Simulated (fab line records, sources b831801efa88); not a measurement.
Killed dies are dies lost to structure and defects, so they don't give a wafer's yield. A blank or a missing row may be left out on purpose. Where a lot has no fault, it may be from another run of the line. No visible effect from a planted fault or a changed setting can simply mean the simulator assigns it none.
fab line records	flow sky130
[record] lots = 7	wafers = 21	lastDay = 50
route steps=708 shown VIA3@591 METAL4@598 CAP2M@603 PAD_OPEN@708
lots with no fault: from the same line, run without faults
startH: the number of hours between the record's first day and the start of the first shown wafer of the lot	waitH: time in hours since the lot's previous step	" repeats the value in the row above	L1.1+2: one row covering several wafers at once	- no value present, or no start provided	* or withheld: withheld	< > ~ a bound
route shown NAME@n: a module of which the file shows steps, and the number in the route of the first	usual: the fault-free wafers' mean and standard deviation	same: alike in all rows	chamber/n: place in a boat	sites: the reading at each site	_std_site: standard deviation of those values	_edge_site: mean of outer sites minus mean of inner sites	radiusMm: how far each site lies from the wafer's centre	mask NAME#n: copy n	behind: the last tool/chamber to shape the wafer	hold: the reason the lot was held/the length of the hold in hours/how it ended	device: whichever transistor did not switch (one of n, p or np)	end of line: the route-end tests of the same wafers	a step without rows: its recipe alone	killed: at the first sort, the dies lost to defects and structure; wafer yield is something else	map: dies across one wafer; x = killed, . = not, _ = none there
set.NAME: the setting the step ran with; set.NAME@STEP: the setting that earlier step ran with	model.NAME: the simulator's own value behind a step, which no gauge read
a table for each step, a row for each wafer; lots at some steps of the route
services: a tool's chamber out of use, with start hour (startH, from the record's first day; less than 0 if before it), hours out, and reason
[[steps]]
[step SKY_VIA3_CLEAN_18]
[recipe] chemistry = IPA	timeS = 180	tempC = 25
[step SKY_VIA3_CLEAN_19]
[recipe] chemistry = O3/DIW	dry = n2Spin
[step SKY_VIA3_SPUTTER_20]
[recipe] material = TiN	targetThkNm = 20	chamberPressurePa = 5	powerW = 4000	timeS = 80
[usual] throttleValvePct = 29.5/0.99
lot.wafer	tool	chamber	startH	waitH	throttleValvePct
L681.2	pvdSputter-01	-	938.87	0.0	29.5
L681.4	"	-	"	"	27.5
L681.5	"	-	"	"	30.5
L682.2	pvdSputter-01	-	943.38	0.0	29.2
L682.5	"	-	"	"	30.1
L682.6	"	-	"	"	29.2
L683.1	pvdSputter-04	-	948.82	0.0	29.3
L683.3	"	-	"	"	29.4
L683.4	"	-	"	"	31.5
L684.1	pvdSputter-01	-	955.09	0.0	30.2
L684.5	"	-	"	"	29.0
L684.6	"	-	"	"	29.3
L686.1	pvdSputter-04	-	970.03	0.0	29.5
L686.2	"	-	"	"	28.5
L686.6	"	-	"	"	31.6
L694.1	pvdSputter-02	-	1027.88	0.0	30.6
L694.2	"	-	"	"	30.4
L694.3	"	-	"	"	29.2
L703.1	pvdSputter-02	-	1091.27	0.0	29.2
L703.4	"	-	"	"	29.8
L703.6	"	-	"	"	30.5
[step SKY_VIA3_CVD_21]
[recipe] material = W	targetThkNm = 390	timeS = 117.31	tempC = 400	pressureTorr = 40
[step SKY_VIA3_RS_MEAS_22]
[recipe] thkMeasGauge = four-point-probe	reads = W_of_VIA3_CVD_21+TiN_of_VIA3_SPUTTER_20
[usual] VIA3_W_RS = 0.296/0.0031
lot.wafer	tool	chamber	startH	waitH	VIA3_W_RS[ohm/sq]
L681.2	filmMetro-01	-	939.07	0.1	0.298
L681.4	"	-	"	"	0.298
L681.5	"	-	"	"	0.298
L682.2	filmMetro-01	-	943.58	0.1	0.297
L682.5	"	-	"	"	0.296
L682.6	"	-	"	"	0.297
L683.1	filmMetro-01	-	949.01	0.1	0.292
L683.3	"	-	"	"	0.293
L683.4	"	-	"	"	0.293
L684.1	filmMetro-04	-	955.28	0.1	0.303
L684.5	"	-	"	"	0.296
L684.6	"	-	"	"	0.300
L686.1	filmMetro-04	-	970.22	0.1	0.299
L686.2	"	-	"	"	0.300
L686.6	"	-	"	"	0.302
L694.1	filmMetro-04	-	1028.06	0.1	0.297
L694.2	"	-	"	"	0.296
L694.3	"	-	"	"	0.296
L703.1	filmMetro-04	-	1091.46	0.1	0.295
L703.4	"	-	"	"	0.295
L703.6	"	-	"	"	0.297
[step SKY_VIA3_THK_MEAS_23]
[recipe] thkMeasGauge = xrf	reads = W_of_VIA3_CVD_21
[usual] VIA3_W_THK = 398/4.3
lot.wafer	tool	chamber	startH	waitH	VIA3_W_THK[nm]
L681.2	filmMetro-01	-	939.18	0.1	392
L681.4	"	-	"	"	394
L681.5	"	-	"	"	395
L682.2	filmMetro-01	-	943.69	0.1	396
L682.5	"	-	"	"	393
L682.6	"	-	"	"	392
L683.1	filmMetro-01	-	949.13	0.1	402
L683.3	"	-	"	"	401
L683.4	"	-	"	"	400
L684.1	filmMetro-04	-	955.40	0.1	393
L684.5	"	-	"	"	403
L684.6	"	-	"	"	397
L686.1	filmMetro-04	-	970.34	0.1	402
L686.2	"	-	"	"	399
L686.6	"	-	"	"	398
L694.1	filmMetro-04	-	1028.18	0.1	399
L694.2	"	-	"	"	398
L694.3	"	-	"	"	403
L703.1	filmMetro-04	-	1091.58	0.1	400
L703.4	"	-	"	"	400
L703.6	"	-	"	"	397
[step SKY_VIA3_CMP_24]
[recipe] stopOn = SiO2	tOverpolishS = 20	downForcePsi = 3.5	platenRpm = 60	targetThkNm = 0	padVelocityMS = 0.94248
[step SKY_METAL4_SPUTTER_00]
[recipe] material = Ti	targetThkNm = 15	powerW = 3000	timeS = 10	chamberPressurePa = 0.4
[usual] throttleValvePct = 29.7/0.84
lot.wafer	tool	chamber	startH	waitH	throttleValvePct
L681.2	pvdSputter-02	-	939.53	0.2	29.1
L681.4	"	-	"	"	30.4
L681.5	"	-	"	"	30.6
L682.2	pvdSputter-03	-	944.04	0.2	28.6
L682.5	"	-	"	"	29.2
L682.6	"	-	"	"	29.6
L683.1	pvdSputter-03	-	949.49	0.1	29.3
L683.3	"	-	"	"	31.0
L683.4	"	-	"	"	28.9
L684.1	pvdSputter-04	-	955.76	0.1	28.9
L684.5	"	-	"	"	29.5
L684.6	"	-	"	"	29.5
L686.1	pvdSputter-04	-	970.70	0.1	29.1
L686.2	"	-	"	"	31.5
L686.6	"	-	"	"	31.4
L694.1	pvdSputter-03	-	1028.66	0.1	29.2
L694.2	"	-	"	"	29.4
L694.3	"	-	"	"	28.8
L703.1	pvdSputter-02	-	1092.24	0.1	30.6
L703.4	"	-	"	"	29.4
L703.6	"	-	"	"	29.4
[step SKY_METAL4_SPUTTER_01]
[recipe] material = TiN	targetThkNm = 20	powerW = 6500	timeS = 16.7	chamberPressurePa = 0.4
[usual] throttleValvePct = 29.7/0.87
lot.wafer	tool	chamber	startH	waitH	throttleValvePct
L681.2	pvdSputter-02	-	939.56	0.0	29.3
L681.4	"	-	"	"	30.7
L681.5	"	-	"	"	30.4
L682.2	pvdSputter-03	-	944.07	0.0	28.8
L682.5	"	-	"	"	29.4
L682.6	"	-	"	"	29.3
L683.1	pvdSputter-03	-	949.51	0.0	29.4
L683.3	"	-	"	"	31.1
L683.4	"	-	"	"	29.2
L684.1	pvdSputter-04	-	955.78	0.0	28.9
L684.5	"	-	"	"	29.4
L684.6	"	-	"	"	29.5
L686.1	pvdSputter-04	-	970.72	0.0	28.9
L686.2	"	-	"	"	31.5
L686.6	"	-	"	"	31.4
L694.1	pvdSputter-03	-	1028.68	0.0	29.1
L694.2	"	-	"	"	29.1
L694.3	"	-	"	"	28.7
L703.1	pvdSputter-02	-	1092.26	0.0	30.6
L703.4	"	-	"	"	29.4
L703.6	"	-	"	"	29.4
[step SKY_METAL4_SPUTTER_02]
[recipe] material = AlCu	targetThkNm = 735	powerW = 10600	timeS = 39.1	chamberPressurePa = 0.4
[step SKY_METAL4_SPUTTER_03]
[recipe] material = Ti	targetThkNm = 5	powerW = 3000	timeS = 3.3	chamberPressurePa = 0.4
[usual] throttleValvePct = 29.7/0.83
lot.wafer	tool	chamber	startH	waitH	throttleValvePct
L681.2	pvdSputter-02	-	939.62	0.0	29.4
L681.4	"	-	"	"	30.1
L681.5	"	-	"	"	30.5
L682.2	pvdSputter-03	-	944.13	0.0	29.1
L682.5	"	-	"	"	29.3
L682.6	"	-	"	"	28.9
L683.1	pvdSputter-03	-	949.57	0.0	29.2
L683.3	"	-	"	"	30.6
L683.4	"	-	"	"	28.8
L684.1	pvdSputter-04	-	955.84	0.0	28.6
L684.5	"	-	"	"	29.5
L684.6	"	-	"	"	29.4
L686.1	pvdSputter-04	-	970.78	0.0	29.0
L686.2	"	-	"	"	31.4
L686.6	"	-	"	"	31.3
L694.1	pvdSputter-03	-	1028.75	0.0	29.2
L694.2	"	-	"	"	29.3
L694.3	"	-	"	"	29.0
L703.1	pvdSputter-02	-	1092.32	0.0	30.5
L703.4	"	-	"	"	29.1
L703.6	"	-	"	"	29.2
[step SKY_METAL4_SPUTTER_04]
[recipe] material = TiN	targetThkNm = 70	powerW = 6500	timeS = 58.3	chamberPressurePa = 0.4
[step SKY_CAP2M_CVD_00]
[recipe] material = SiO2	targetThkNm = 15.5	tempC = 400	timeS = withheld	rfW = 450
[usual] heaterPowerOuterW = 463/70	heaterPowerW = 751/110
lot.wafer	tool	chamber	startH	waitH	heaterPowerOuterW	heaterPowerW
L681.2	pecvd-01	1	939.69	0.0	543	896
L681.4	"	1	"	"	540	901
L681.5	"	0	"	"	570	855
L682.2	pecvd-01	1	944.20	0.0	-	-
L682.5	"	0	"	"	-	-
L682.6	"	2	"	"	-	-
L683.1	pecvd-01	0	949.64	0.0	-	-
L683.3	"	1	"	"	-	-
L683.4	"	1	"	"	-	-
L684.1	pecvd-02	1	955.91	0.0	-	-
L684.5	"	0	"	"	-	-
L684.6	"	2	"	"	-	-
L686.1	pecvd-01	2	970.85	0.0	424	645
L686.2	"	1	"	"	578	948
L686.6	"	0	"	"	598	919
L694.1	pecvd-02	1	1028.82	0.0	376	609
L694.2	"	0	"	"	530	904
L694.3	"	2	"	"	398	699
L703.1	pecvd-01	2	1092.39	0.0	430	638
L703.4	"	1	"	"	563	933
L703.6	"	2	"	"	430	629
[step SKY_CAP2M_SPUTTER_02]
[recipe] material = TiN	targetThkNm = 200	tempC = 300	powerW = 6500	timeS = 166.7	chamberPressurePa = 0.4
[usual] throttleValvePct = 29.5/1.1
lot.wafer	tool	chamber	startH	waitH	throttleValvePct
L681.2	pvdSputter-04	-	939.77	0.0	29.2
L681.4	"	-	"	"	29.7
L681.5	"	-	"	"	31.6
L682.2	pvdSputter-04	-	944.28	0.0	29.5
L682.5	"	-	"	"	31.5
L682.6	"	-	"	"	29.3
L683.1	pvdSputter-04	-	949.72	0.1	29.1
L683.3	"	-	"	"	29.3
L683.4	"	-	"	"	31.4
L684.1	pvdSputter-03	-	955.99	0.1	30.9
L684.5	"	-	"	"	29.5
L684.6	"	-	"	"	28.5
L686.1	pvdSputter-01	-	970.93	0.1	27.7
L686.2	"	-	"	"	30.2
L686.6	"	-	"	"	29.6
L694.1	pvdSputter-04	-	1028.90	0.1	28.6
L694.2	"	-	"	"	29.5
L694.3	"	-	"	"	29.1
L703.1	pvdSputter-04	-	1092.47	0.1	29.0
L703.4	"	-	"	"	31.6
L703.6	"	-	"	"	31.4
[step SKY_PAD_OPEN_PROBE_99]
[usual] defectLimitedYield = 82.8/2.1	killed_at_M0_to_M3 = 42/6.6	killed_at_M4_up = 3.1/1.9	killedAtContacts = 24/5.6	killedAtFrontEnd = 15/4.8	killedAtOther = 0.3/0.48	killedDies = 84/10	killedOnRim = 16/3.9	killedOpen = 47/6.8	killedShort = 37/6.8
[same] grossDies = 492	killedAtBackSide = 0
lot.wafer	tool	chamber	startH	waitH	defectLimitedYield[%]	killed_at_M0_to_M3	killed_at_M4_up	killedAtContacts	killedAtFrontEnd	killedAtOther	killedDies	killedOnRim	killedOpen	killedShort
L681.2	prober-02	-	1083.05	0.1	83.7	50	1	20	8	1	80	21	51	29
L681.4	prober-02	-	1083.15	0.2	83.3	31	1	35	15	0	82	14	55	27
L681.5	prober-02	-	1083.20	0.2	83.9	38	1	26	13	1	79	10	43	36
L682.2	prober-01	-	1088.77	0.1	0	44	6	26	21	395	492	96	46	51
L682.5	prober-01	-	1088.92	0.2	0	42	2	30	25	393	492	96	53	46
L682.6	prober-01	-	1088.97	0.2	0	50	7	16	22	397	492	96	46	50
L683.1	prober-02	-	1092.05	0.1	0	40	6	20	21	405	492	96	50	38
L683.3	prober-02	-	1092.15	0.2	0	49	2	13	13	415	492	96	44	34
L683.4	prober-02	-	1092.20	0.2	0	47	4	32	13	396	492	96	47	49
L684.1	prober-01	-	1097.63	0.1	0	31	2	26	16	417	492	96	36	39
L684.5	prober-01	-	1097.83	0.2	0	37	5	33	19	398	492	96	46	48
L684.6	prober-01	-	1097.88	0.2	0	52	1	25	17	397	492	96	51	44
L686.1	prober-01	-	1109.48	0.1	81.3	50	1	23	18	0	92	15	46	46
L686.2	prober-01	-	1109.53	0.1	83.3	41	0	18	22	1	82	14	49	33
L686.6	prober-01	-	1109.73	0.2	84.1	44	2	23	8	1	78	21	41	37
L694.1	prober-01	-	1157.46	0.1	81.7	46	2	30	11	1	90	14	52	38
L694.2	prober-01	-	1157.51	0.1	83.9	35	5	26	13	0	79	15	36	43
L694.3	prober-01	-	1157.56	0.2	83.1	40	3	25	15	0	83	15	46	37
L703.1	prober-02	-	1203.38	0.1	85.0	44	1	18	11	0	74	15	43	29
L703.4	prober-02	-	1203.53	0.2	83.9	42	2	21	14	0	79	10	37	42
L703.6	prober-02	-	1203.63	0.2	83.1	44	3	27	9	0	83	18	47	36
// killed by level:class
L681.2 VIA3:geometricParticle:open=12 VIA1:geometricParticle:open=9 CONTACT:geometricParticle:open=9 METAL2:geometricParticle:short=7 VIA2:geometricParticle:open=7 VIA1:geometricParticle:short=5 METAL3:geometricParticle:short=5 LI_CONTACT:geometricParticle:open=4
L681.4 CONTACT:geometricParticle:open=16 VIA1:geometricParticle:open=8 LI_CONTACT:geometricParticle:open=7 VIA3:geometricParticle:open=7 LOCAL_INTERCONNECT:geometricParticle:short=6 FIELD_ISO:geometricParticle:open=5 VIA3:geometricParticle:short=4 POLY_GATE:geometricParticle:open=3
L681.5 VIA1:geometricParticle:open=9 LOCAL_INTERCONNECT:geometricParticle:short=9 LI_CONTACT:geometricParticle:open=8 VIA3:geometricParticle:open=8 CONTACT:geometricParticle:open=6 METAL2:geometricParticle:short=5 POLY_GATE:geometricParticle:short=4 VIA2:geometricParticle:open=4
L682.2 CAP2M:areaCvd=395 VIA3:geometricParticle:open=9 VIA1:geometricParticle:open=8 CONTACT:geometricParticle:short=7 POLY_GATE:geometricParticle:short=7 LOCAL_INTERCONNECT:geometricParticle:short=7 POLY_GATE:geometricParticle:open=6 CONTACT:geometricParticle:open=6
L682.5 CAP2M:areaCvd=393 VIA1:geometricParticle:open=11 CONTACT:geometricParticle:short=11 LI_CONTACT:geometricParticle:open=10 FIELD_ISO:geometricParticle:open=8 VIA2:geometricParticle:open=6 POLY_GATE:geometricParticle:short=5 METAL1:geometricParticle:short=5
L682.6 CAP2M:areaCvd=396 VIA1:geometricParticle:open=14 VIA2:geometricParticle:short=7 METAL2:geometricParticle:short=6 FIELD_ISO:geometricParticle:short=5 LI_CONTACT:geometricParticle:open=5 VIA2:geometricParticle:open=5 FIELD_ISO:geometricParticle:open=4
L683.1 CAP2M:areaCvd=404 VIA1:geometricParticle:open=10 LI_CONTACT:geometricParticle:open=8 VIA3:geometricParticle:open=7 POLY_GATE:geometricParticle:open=6 METAL4:geometricParticle:short=6 CONTACT:geometricParticle:open=6 METAL1:geometricParticle:short=6
L683.3 CAP2M:areaCvd=414 VIA2:geometricParticle:open=12 VIA3:geometricParticle:open=9 VIA1:geometricParticle:open=6 POLY_GATE:geometricParticle:open=5 VIA3:geometricParticle:short=5 LI_CONTACT:geometricParticle:short=4 METAL1:geometricParticle:short=4
L683.4 CAP2M:areaCvd=396 VIA1:geometricParticle:open=15 CONTACT:geometricParticle:open=10 CONTACT:geometricParticle:short=9 VIA2:geometricParticle:open=7 LI_CONTACT:geometricParticle:short=6 METAL1:geometricParticle:short=5 VIA1:geometricParticle:short=5
L684.1 CAP2M:areaCvd=417 CONTACT:geometricParticle:open=9 POLY_GATE:geometricParticle:short=6 LI_CONTACT:geometricParticle:open=6 METAL1:geometricParticle:short=6 VIA2:geometricParticle:open=6 VIA1:geometricParticle:open=5 LI_CONTACT:geometricParticle:short=4
L684.5 CAP2M:areaCvd=398 CONTACT:geometricParticle:open=11 FIELD_ISO:geometricParticle:short=8 LI_CONTACT:geometricParticle:open=8 VIA1:geometricParticle:open=8 FIELD_ISO:geometricParticle:open=7 CONTACT:geometricParticle:short=6 VIA3:geometricParticle:open=6
L684.6 CAP2M:areaCvd=397 METAL1:geometricParticle:short=12 CONTACT:geometricParticle:open=11 VIA1:geometricParticle:open=10 VIA3:geometricParticle:open=9 FIELD_ISO:geometricParticle:short=6 LI_CONTACT:geometricParticle:open=5 CONTACT:geometricParticle:short=5
L686.1 VIA1:geometricParticle:open=11 VIA2:geometricParticle:open=11 VIA1:geometricParticle:short=8 LI_CONTACT:geometricParticle:open=6 CONTACT:geometricParticle:short=6 FIELD_ISO:geometricParticle:short=5 METAL1:geometricParticle:short=5 METAL3:geometricParticle:short=5
L686.2 VIA1:geometricParticle:open=9 VIA2:geometricParticle:open=9 POLY_GATE:geometricParticle:open=7 CONTACT:geometricParticle:open=7 VIA1:geometricParticle:short=7 LI_CONTACT:geometricParticle:open=6 FIELD_ISO:geometricParticle:short=5 METAL1:geometricParticle:short=4
L686.6 METAL1:geometricParticle:short=11 VIA1:geometricParticle:open=10 LI_CONTACT:geometricParticle:open=7 CONTACT:geometricParticle:open=6 METAL1:geometricParticle:open=4 VIA3:geometricParticle:open=4 LI_CONTACT:geometricParticle:short=3 LOCAL_INTERCONNECT:geometricParticle:short=3
L694.1 VIA1:geometricParticle:open=11 METAL2:geometricParticle:short=11 CONTACT:geometricParticle:open=10 VIA3:geometricParticle:open=9 LI_CONTACT:geometricParticle:open=7 FIELD_ISO:geometricParticle:open=4 LI_CONTACT:geometricParticle:short=4 CONTACT:geometricParticle:short=4
L694.2 LI_CONTACT:geometricParticle:open=7 CONTACT:geometricParticle:short=7 CONTACT:geometricParticle:open=7 METAL2:geometricParticle:short=6 METAL1:geometricParticle:short=5 VIA1:geometricParticle:open=5 VIA2:geometricParticle:open=5 POLY_GATE:geometricParticle:short=4
L694.3 VIA1:geometricParticle:open=14 VIA1:geometricParticle:short=8 CONTACT:geometricParticle:open=7 VIA3:geometricParticle:open=6 FIELD_ISO:geometricParticle:short=5 LI_CONTACT:geometricParticle:short=5 FIELD_ISO:geometricParticle:open=4 LI_CONTACT:geometricParticle:open=4
L703.1 VIA1:geometricParticle:open=13 VIA3:geometricParticle:open=7 METAL2:geometricParticle:short=6 METAL1:geometricParticle:short=6 CONTACT:geometricParticle:open=5 CONTACT:geometricParticle:short=5 VIA2:geometricParticle:open=5 SPACER:geometricParticle:open=4
L703.4 METAL1:geometricParticle:short=9 POLY_GATE:geometricParticle:open=7 CONTACT:geometricParticle:open=7 CONTACT:geometricParticle:short=7 VIA3:geometricParticle:open=6 METAL1:geometricParticle:open=4 VIA1:geometricParticle:open=4 VIA1:geometricParticle:short=4
L703.6 LI_CONTACT:geometricParticle:open=10 VIA1:geometricParticle:open=10 METAL2:geometricParticle:short=8 CONTACT:geometricParticle:open=8 METAL1:geometricParticle:short=7 VIA3:geometricParticle:open=6 VIA1:geometricParticle:short=5 VIA2:geometricParticle:open=5
// map L682.2 (x killed, . not)
__________xxxxxxxxxx_________
________xxxxxxxxxxxxxx_______
______xxxxxxxxxxxxxxxxxx_____
_____xxxxxxxxxxxxxxxxxxxx____
____xxxxxxxxxxxxxxxxxxxxxx___
___xxxxxxxxxxxxxxxxxxxxxxxx__
__xxxxxxxxxxxxxxxxxxxxxxxxxx_
_xxxxxxxxxxxxxxxxxxxxxxxxxxxx
_xxxxxxxxxxxxxxxxxxxxxxxxxxxx
_xxxxxxxxxxxxxxxxxxxxxxxxxxxx
_xxxxxxxxxxxxxxxxxxxxxxxxxxxx
_xxxxxxxxxxxxxxxxxxxxxxxxxxxx
_xxxxxxxxxxxxxxxxxxxxxxxxxxxx
_xxxxxxxxxxxxxxxxxxxxxxxxxxxx
_xxxxxxxxxxxxxxxxxxxxxxxxxxxx
__xxxxxxxxxxxxxxxxxxxxxxxxxx_
___xxxxxxxxxxxxxxxxxxxxxxxx__
____xxxxxxxxxxxxxxxxxxxxxx___
_____xxxxxxxxxxxxxxxxxxxx____
______xxxxxxxxxxxxxxxxxx_____
________xxxxxxxxxxxxxx_______
__________xxxxxxxxxx_________
// map L683.1 (x killed, . not)
__________xxxxxxxxxx_________
________xxxxxxxxxxxxxx_______
______xxxxxxxxxxxxxxxxxx_____
_____xxxxxxxxxxxxxxxxxxxx____
____xxxxxxxxxxxxxxxxxxxxxx___
___xxxxxxxxxxxxxxxxxxxxxxxx__
__xxxxxxxxxxxxxxxxxxxxxxxxxx_
_xxxxxxxxxxxxxxxxxxxxxxxxxxxx
_xxxxxxxxxxxxxxxxxxxxxxxxxxxx
_xxxxxxxxxxxxxxxxxxxxxxxxxxxx
_xxxxxxxxxxxxxxxxxxxxxxxxxxxx
_xxxxxxxxxxxxxxxxxxxxxxxxxxxx
_xxxxxxxxxxxxxxxxxxxxxxxxxxxx
_xxxxxxxxxxxxxxxxxxxxxxxxxxxx
_xxxxxxxxxxxxxxxxxxxxxxxxxxxx
__xxxxxxxxxxxxxxxxxxxxxxxxxx_
___xxxxxxxxxxxxxxxxxxxxxxxx__
____xxxxxxxxxxxxxxxxxxxxxx___
_____xxxxxxxxxxxxxxxxxxxx____
______xxxxxxxxxxxxxxxxxx_____
________xxxxxxxxxxxxxx_______
__________xxxxxxxxxx_________
[[services]]
tool	chamber	startH	hours	kind
pvdSputter-02	-	927.87	0.9	repair
pvdSputter-04	2	931.12	-	consumableReplace:kit
pvdSputter-04	2	931.12	18.0	scheduledDown
pvdSputter-04	2	931.12	18.0	ventCycle
pecvd-02	1	943.10	4.6	repair
pecvd-02	-	980.05	1.9	repair
pecvd-01	1	999.38	-	clean
pecvd-01	1	999.38	-	consumableReplace:showerhead
pecvd-01	1	999.38	29.0	scheduledDown
pecvd-01	1	999.38	29.0	ventCycle
pvdSputter-03	1	1003.30	-	consumableReplace:kit
pvdSputter-03	1	1003.30	18.0	scheduledDown
pvdSputter-03	1	1003.30	18.0	ventCycle
pvdSputter-03	-	1016.58	0.5	repair
pvdSputter-01	-	1019.03	4.9	repair
pvdSputter-02	-	1031.99	18.2	repair
pecvd-01	0	1034.96	16.5	scheduledDown
pvdSputter-04	1	1036.81	-	consumableReplace:kit
pvdSputter-04	1	1036.81	18.0	scheduledDown
pvdSputter-04	1	1036.81	18.0	ventCycle
pecvd-01	-	1051.53	6.0	pm
pvdSputter-02	1	1073.64	-	consumableReplace:kit
pvdSputter-02	1	1073.64	18.0	scheduledDown
pvdSputter-02	1	1073.64	18.0	ventCycle
[[key]]
[firstSign] step = SKY_CAP2M_CVD_00	reading = toolRecord	direction = missing
[effect] step = SKY_PAD_OPEN_PROBE_99	reading = killedAtOther	direction = up	sigmas = 99+	usual = 0.3	struck = 401.4
[moreKillsBornAt] SKY_CAP2M_CVD_00@pecvd-01 = 2397	SKY_CAP2M_CVD_00@pecvd-02 = 1212
metAt SKY_CAP2M_CVD_00
struckWafers L682.2,L682.5,L682.6,L683.1,L683.3,L683.4,L684.1,L684.5,L684.6
laterRowsLeftOut L682.2,L682.5,L682.6,L683.1,L683.3,L683.4,L684.1,L684.5,L684.6
onsetBetween 939.69 944.20
[fault] kind = skippedStepWhole	tool = pecvd-01,pecvd-02	chamber = -	onsetH = 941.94	steps = SKY_CAP2M_CVD_00	scope = struckLotsOnly
// laterRowsLeftOut: the simulator's readings of these wafers behind a module that went badly wrong aren't trusted and aren't shown, but for the sort
